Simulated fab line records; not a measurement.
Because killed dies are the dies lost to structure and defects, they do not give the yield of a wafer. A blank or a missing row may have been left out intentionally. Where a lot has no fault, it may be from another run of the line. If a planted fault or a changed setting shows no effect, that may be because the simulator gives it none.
The tool behind it: which one? | flow gf180mcu | Sampling: 11 lots, 33 wafers, 6 of 602 route steps

## WHAT EACH GAUGE READ, for each wafer
GF_LVPWELL_TW_MEAS_11. Usual: LVPWELL_TW typically reads 560, with standard deviation 7.3.
lot  | measured    | on            | LVPWELL_TW  | flag
L972 | day 4 02:04 | film-metro-04 | 558 560 558 |
L973 | day 4 07:53 | film-metro-03 | 552 551 549 |
L976 | day 5 00:50 | film-metro-01 | 568 568 569 |
L978 | day 5 13:37 | film-metro-04 | 560 560 561 |
L984 | day 6 22:14 | film-metro-04 | 561 562 559 |
L989 | day 8 02:38 | film-metro-04 | 567 564 567 |
L990 | day 8 08:52 | film-metro-04 | 567 563 564 |
L991 | day 8 13:25 | film-metro-04 | 566 569 564 |
L992 | day 8 18:29 | film-metro-01 | 575 573 572 |
L993 | day 9 01:08 | film-metro-03 | 553 552 552 |
L994 | day 9 07:11 | film-metro-01 | 569 570 566 |

GF_VT_IMPLANT_OVL_MEAS_18. Usual: VT_IMPLANT_01_OVL typically reads 0.2 nm, with standard deviation 1.5.
lot  | measured     | on         | VT_IMPLANT_01_OVL (nm) | flag
L972 | day 6 11:02  | overlay-01 | -1.6 -0.3 0.1          |
L973 | day 6 17:44  | overlay-01 | 3.5 0.5 1.9            |
L976 | day 7 14:08  | overlay-02 | 0.2 0.4 -1.0           |
L978 | day 8 03:28  | overlay-02 | 2.8 0.2 2.4            |
L984 | day 9 16:09  | overlay-01 | - - -                  | OFF
L989 | day 10 22:38 | overlay-01 | -0.5 -0.1 -1.1         |
L990 | day 11 06:43 | overlay-01 | -3.0 -0.4 -0.1         |
L991 | day 11 09:58 | overlay-01 | 1.0 -0.8 -1.8          |
L992 | day 11 15:57 | overlay-02 | 0.4 0.2 -1.3           |
L993 | day 11 23:32 | overlay-02 | -0.1 0.8 -0.1          |
L994 | day 12 05:38 | overlay-02 | 0.4 1.7 1.9            |

GF_VT_IMPLANT_TW_MEAS_21. Usual: VT_IMPLANT_2_TW typically reads 1213, with standard deviation 9.3.
lot  | measured     | on            | VT_IMPLANT_2_TW | flag
L972 | day 6 11:20  | film-metro-02 | 1222 1217 1220  |
L973 | day 6 18:01  | film-metro-03 | 1203 1205 1209  |
L976 | day 7 14:25  | film-metro-04 | 1230 1227 1228  |
L978 | day 8 03:46  | film-metro-03 | 1205 1201 1204  |
L984 | day 9 16:27  | film-metro-02 | 30 30 30        | OFF
L989 | day 10 22:55 | film-metro-02 | 1216 1214 1210  |
L990 | day 11 07:01 | film-metro-02 | 1208 1206 1208  |
L991 | day 11 10:16 | film-metro-02 | 1209 1211 1211  |
L992 | day 11 16:15 | film-metro-03 | 1210 1205 1203  |
L993 | day 11 23:50 | film-metro-02 | 1205 1215 1209  |
L994 | day 12 05:56 | film-metro-02 | 1212 1204 1211  |

GF_VT_IMPLANT_TW_MEAS_32. Usual: VT_IMPLANT_3_TW typically reads 266.7, with standard deviation 1.6.
lot  | measured     | on            | VT_IMPLANT_3_TW      | flag
L972 | day 7 03:05  | film-metro-03 | 265.2 265.0 267.5    |
L973 | day 7 09:56  | film-metro-03 | 266.0 265.6 265.2    |
L976 | day 8 06:37  | film-metro-02 | 269.7 268.1 267.6    |
L978 | day 8 20:43  | film-metro-03 | 267.0 266.8 267.3    |
L984 | day 10 10:05 | film-metro-03 | 1202.4 1206.8 1207.3 | OFF
L989 | day 11 16:25 | film-metro-03 | 267.4 266.8 265.9    |
L990 | day 12 00:25 | film-metro-02 | 265.5 268.0 268.2    |
L991 | day 12 03:49 | film-metro-02 | 266.5 267.1 267.0    |
L992 | day 12 09:45 | film-metro-03 | 267.7 267.5 267.8    |
L993 | day 12 17:17 | film-metro-02 | 266.9 267.1 266.6    |
L994 | day 13 00:53 | film-metro-02 | 266.9 267.2 266.4    |

## WHAT TOOL EACH LOT RAN ON (gives the tool, then ch and the chambers of the sampled wafers, and finally the start)
lot  | GF_DNWELL_STRIP_08                  | GF_VT_IMPLANT_EXPOSE_15
L972 | plasma-asher-04 ch 1, day 2 23:31   | iline-stepper-02 ch 0, day 6 04:08
L973 | plasma-asher-02 ch 0,1, day 3 04:59 | iline-stepper-01 ch 0, day 6 10:22
L976 | plasma-asher-03 ch 0,1, day 3 20:47 | iline-stepper-02 ch 0, day 7 06:38
L978 | plasma-asher-02 ch 0,1, day 4 09:13 | iline-stepper-01 ch 0, day 7 19:37
L984 | plasma-asher-03 ch 0,1, day 5 15:25 | iline-stepper-02 ch 0, day 9 07:50
L989 | plasma-asher-02 ch 0,1, day 6 18:44 | iline-stepper-02 ch 0, day 10 14:20
L990 | plasma-asher-03 ch 0,1, day 6 23:35 | iline-stepper-02 ch 0, day 10 22:18
L991 | plasma-asher-03 ch 0,1, day 7 04:19 | iline-stepper-02 ch 0, day 11 02:10
L992 | plasma-asher-03 ch 0,1, day 7 10:10 | iline-stepper-01 ch 0, day 11 07:30
L993 | plasma-asher-02 ch 0,1, day 7 15:37 | iline-stepper-02 ch 0, day 11 14:53
L994 | plasma-asher-04 ch 0,1, day 7 20:52 | iline-stepper-02 ch 0, day 11 21:39
- GF_DNWELL_STRIP_08: strips in O2/N2.
- GF_VT_IMPLANT_EXPOSE_15: exposes mask Nwell LV AREA, target cd 860 nm.

## WHAT THE TOOLS THEMSELVES READ (means of the sampled wafers that have a number; where no wafer has one, the mark that the record gives instead)
GF_DNWELL_STRIP_08. Usual: drypump-motor-current-A 5.43 A, standard deviation 0.15; heater-power-w 325 W, standard deviation 26; oes-product-au 0.722 a.u., standard deviation 0.004; strip-time-to-endpoint-s 36.96 s, standard deviation 0.095.
lot  | tool            | drypump-motor-current-A (A) | heater-power-w (W) | oes-product-au (a.u.) | strip-time-to-endpoint-s (s) | flag
L972 | plasma-asher-04 | 5.42                        | 312                | 0.725                 | 36.99                        |
L973 | plasma-asher-02 | 5.40                        | 324                | 0.723                 | 36.96                        |
L976 | plasma-asher-03 | 5.46                        | 329                | 0.724                 | 36.92                        |
L978 | plasma-asher-02 | 5.39                        | 327                | 0.722                 | 36.96                        |
L984 | plasma-asher-03 | 5.32                        | 348                | 0.717                 | 36.86                        |
L989 | plasma-asher-02 | 5.42                        | 339                | 0.721                 | 36.89                        |
L990 | plasma-asher-03 | 5.34                        | 341                | 0.717                 | 36.99                        |
L991 | plasma-asher-03 | 5.34                        | 343                | 0.726                 | 36.78                        |
L992 | plasma-asher-03 | 5.45                        | 328                | 0.721                 | 37.00                        |
L993 | plasma-asher-02 | 5.39                        | 340                | 0.722                 | 36.86                        |
L994 | plasma-asher-04 | 5.49                        | 294                | 0.725                 | 36.99                        |

GF_VT_IMPLANT_EXPOSE_15. Usual: stage-vel-mm-s 500.00 mm/s, standard deviation 0.26.
lot  | tool             | stage-vel-mm-s (mm/s) | flag
L972 | iline-stepper-02 | 500.32                |
L973 | iline-stepper-01 | 499.93                |
L976 | iline-stepper-02 | 500.11                |
L978 | iline-stepper-01 | 499.80                |
L984 | iline-stepper-02 | 499.83                |
L989 | iline-stepper-02 | 500.36                |
L990 | iline-stepper-02 | 499.95                |
L991 | iline-stepper-02 | 499.96                |
L992 | iline-stepper-01 | 499.73                |
L993 | iline-stepper-02 | 500.10                |
L994 | iline-stepper-02 | 500.11                |

## THE ANSWER, worked out from the rows above alone
Rule: lot off if the mean of its wafers having a number is beyond 3 standard deviations from the usual mean. Also off: a lot with no number at a reading for which 4 or more lots have one. The other lots that the step has rows for count as sound. First the gauges in route order, then the tools' own readings, where a lot's mean is used as printed above. The first step at which some lot is off is used, and at that step the reading that is off furthest; a lot without a number counts as furthest.
Off: at GF_VT_IMPLANT_OVL_MEAS_18 (VT_IMPLANT_01_OVL), L984. Without a number there: L984.
A tool fits if, at a process step before that reading, it ran every lot that is off, and no sound lot after the first of them. The gauges at GF_VT_IMPLANT_OVL_MEAS_18 aren't tried: what is off there is off at GF_VT_IMPLANT_TW_MEAS_21 too, on other tools, and a gauge's error can't cause that. Of those tried, none fits.

## WHAT THE SIMULATOR HAD INSERTED
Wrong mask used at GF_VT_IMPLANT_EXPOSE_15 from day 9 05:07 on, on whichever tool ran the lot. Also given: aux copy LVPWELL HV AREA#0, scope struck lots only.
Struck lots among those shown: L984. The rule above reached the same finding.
